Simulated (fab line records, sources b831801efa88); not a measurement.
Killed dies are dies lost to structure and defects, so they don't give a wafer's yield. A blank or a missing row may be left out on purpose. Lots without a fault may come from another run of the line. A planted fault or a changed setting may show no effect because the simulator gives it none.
A struck lot beside a sound one | flow sky130 | 42 steps out of a route of 708
Sound: wafers L516.3, L516.4, L516.5. Struck: wafers L512.2, L512.4, L512.6. The cause comes at the end.
At each step with rows: each side's tool, then ch and its chambers, then its first start. Under that, the readings that differ: sound wafers | struck wafers | difference of the means | sigmas: that difference in standard deviations of wafers without a fault.
alike: readings whose means differ by less than 2 such deviations, and words and numbers that are the same on both sides. not compared: withheld readings, readings that some wafer has no value for, bounds like >300 that may hide the same value, and numbers for which the record gives no deviation and whose values overlap.
The two part at a step that has a row with sigmas, a row that says differs or no value, or rows on one side only. Numbers that don't overlap but have no deviation are shown without sigmas and don't part them. A reading that every wafer of one side lacks parts them only if that side has two wafers or more.

SKY_LDD_HVP_STRIP_09: strips in O2/N2.
  sound on plasma_asher-04 ch 0,1, day 27 01:12; struck on plasma_asher-03 ch 0,1, day 25 12:59
  alike: chamber_pressure_mTorr, drypump_motor_current_A, oes_product_au, strip_time_to_endpoint_s
  not compared: rf_hours_counter_h
SKY_LDD_HVP_TW_MEAS_10:
  sound on film_metro-02, day 27 01:17; struck on film_metro-01, day 25 13:05
  alike: LDD_HVP_TW
then, 7 steps without rows for these wafers: SKY_LDD_LDN_DEHYDRATE_00 (time 60 s); SKY_LDD_LDN_HMDS_01 (prime time 60 s); SKY_LDD_LDN_COAT_02 (resist thk 1140 nm); SKY_LDD_LDN_SOFTBAKE_03 (time 60 s); SKY_LDD_LDN_EXPOSE_04 (exposes mask LDNTM, target cd 700 nm); SKY_LDD_LDN_PEB_05; SKY_LDD_LDN_DEVELOP_06 (develop time 60 s).
SKY_LDD_LDN_OVL_MEAS_07:
  sound on overlay-01, day 28 06:06; struck on overlay-01, day 26 18:33
  alike: LDD_LDN_OVL
then, 2 steps without rows for these wafers: SKY_LDD_LDN_IMPLANT_08; SKY_LDD_LDN_IMPLANT_09.
SKY_LDD_LDN_IMPLANT_10:
  sound on implanter-04 ch 0, day 28 06:29; struck on implanter-02 ch 0, day 26 18:54
  reading            | sound                            | struck                          | difference | sigmas
  dose_ions_cm2      | 1.2501e+13 1.2512e+13 1.2515e+13 | 2.197e+13 2.1987e+13 2.1989e+13 | +9.473e+12 | +99 or more
  faraday_current_uA | 70.1 70.3 72.7                   | 124.3 121.8 123.7               | +52.2      | +44
then, 2 steps without rows for these wafers: SKY_LDD_LDN_IMPLANT_11; SKY_LDD_LDN_STRIP_12 (strips in O2/N2).
SKY_LDD_LDN_TW_MEAS_13:
  sound on film_metro-04, day 28 06:51; struck on film_metro-03, day 26 19:17
  reading    | sound          | struck         | difference | sigmas
  LDD_LDN_TW | 1485 1489 1482 | 1565 1554 1560 | +74        | +11
then, 2 steps without rows for these wafers: SKY_LDD_LDN_CLEAN_14 (cleans in SC1/SC2, time 150 s); SKY_SPACER_CVD_00 (deposits Si3N4 from DCS/NH3, target thk 43.1 nm, time 740 s).
SKY_SPACER_THK_MEAS_01:
  sound on film_metro-01, day 28 08:10; struck on film_metro-03, day 26 21:13
  alike: SPACER_CVD_00_THK
SKY_SPACER_ETCHBACK_02: etches Si3N4 in CH3F/O2, stops on SiO2, time 46.7 s, target depth 45 nm.
  sound on rie_diel-03 ch 0,3, day 28 08:13; struck on rie_diel-03 ch 0,1, day 26 21:16
  alike: chamber_pressure_mTorr, drypump_motor_current_A, oes_product_au, throttle_valve_pct
  not compared: rf_hours_counter_h
then, 8 steps without rows for these wafers: SKY_POLY_CUT_DEHYDRATE_00 (time 60 s); SKY_POLY_CUT_HMDS_01 (prime time 60 s); SKY_POLY_CUT_COAT_02 (resist thk 60 nm); SKY_POLY_CUT_COAT_03 (resist thk 450 nm); SKY_POLY_CUT_SOFTBAKE_04 (time 90 s); SKY_POLY_CUT_EXPOSE_05 (exposes mask NPCM, target cd 270 nm); SKY_POLY_CUT_PEB_06; SKY_POLY_CUT_DEVELOP_07 (develop time 60 s).
SKY_POLY_CUT_CD_MEAS_08: target cd 270 nm.
  sound on cd_sem-01, day 29 12:23; struck on cd_sem-01, day 28 03:00
  alike: cd_nm
SKY_POLY_CUT_OVL_MEAS_09:
  sound on overlay-01, day 29 12:29; struck on overlay-02, day 28 03:06
  alike: POLY_CUT_OVL
SKY_POLY_CUT_ETCH_10: etches BARC in N2/H2, stops on SiO2, time 45.9 s, target depth 60 nm.
  sound on rie_diel-02 ch 1,3, day 29 12:31; struck on rie_diel-04 ch 1,2, day 28 03:08
  alike: chamber_pressure_mTorr, drypump_motor_current_A, oes_product_au, throttle_valve_pct
  not compared: rf_hours_counter_h
SKY_POLY_CUT_ETCH_11: etches Si3N4 in CF4/CH2F2/Ar, stops on poly-Si, time 42.5 s, target depth 60 nm.
  sound on rie_diel-02 ch 1,3, day 29 12:33; struck on rie_diel-04 ch 1,2, day 28 03:12
  alike: chamber_pressure_mTorr, drypump_motor_current_A, oes_product_au, throttle_valve_pct
  not compared: rf_hours_counter_h
SKY_POLY_CUT_STRIP_12: strips in O2/N2.
  sound on plasma_asher-04 ch 0,1, day 29 12:38; struck on plasma_asher-01 ch 0,1, day 28 03:16
  reading                     | sound       | struck      | difference | sigmas
  drypump_motor_current_A (A) | 5.6 5.1 5.1 | 6.2 5.9 5.9 | +0.7       | +2
  alike: chamber_pressure_mTorr, oes_product_au, strip_time_to_endpoint_s
  not compared: rf_hours_counter_h
then, 6 steps without rows for these wafers: SKY_SD_P_DEHYDRATE_00 (time 60 s); SKY_SD_P_HMDS_01 (prime time 60 s); SKY_SD_P_COAT_02 (resist thk 1140 nm); SKY_SD_P_SOFTBAKE_03 (time 60 s); SKY_SD_P_EXPOSE_04 (exposes mask PSDM, target cd 380 nm); SKY_SD_P_PEB_05.
SKY_SD_P_DEVELOP_06: develop time 60 s.
  sound on litho_track-03 ch 0, day 30 16:29; struck on litho_track-03 ch 0, day 29 06:42
  reading               | sound             | struck            | difference | sigmas
  model.SD_P.cd_nm (nm) | 379.5 380.4 378.7 | 391.9 394.9 390.1 | +12.8      |
SKY_SD_P_CD_MEAS_07: target cd 380 nm.
  sound on cd_sem-01, day 30 16:37; struck on cd_sem-01, day 29 06:51
  reading    | sound             | struck            | difference | sigmas
  cd_nm (nm) | 379.7 380.6 378.6 | 391.8 394.8 389.9 | +12.5      | +5
-- the record jumps here: 19 days lie between the struck wafers' starts before and after (it left off in module SD_P and takes up again in module PAD_OPEN, whose first step shown is number 708 of the route) --
SKY_PAD_OPEN_PROBE_99:
  sound on prober-02, day 49 11:23; struck on prober-02, day 48 13:19
  reading                         | sound          | struck         | difference | sigmas
  model.etest.tip_sonos.rs_ohm_sq | 2672 2616 2665 | 2403 2442 2438 | -223       |
  alike: killed_at_M0_to_M3, killed_at_M4_up, killed_at_contacts, killed_at_front_end, killed_at_other, killed_dies, killed_on_rim, killed_open, killed_short

WHERE THEY PART
First at SKY_LDD_LDN_IMPLANT_10; last, within this record, at SKY_SD_P_CD_MEAS_07. Later steps at which nothing parts them and some readings are alike: SKY_PAD_OPEN_PROBE_99.

WHY: what the simulator had put in
Process parameter drift: implanter-02, from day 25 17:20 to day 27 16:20, at SKY_LDD_LDN_IMPLANT_10. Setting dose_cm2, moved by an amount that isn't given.
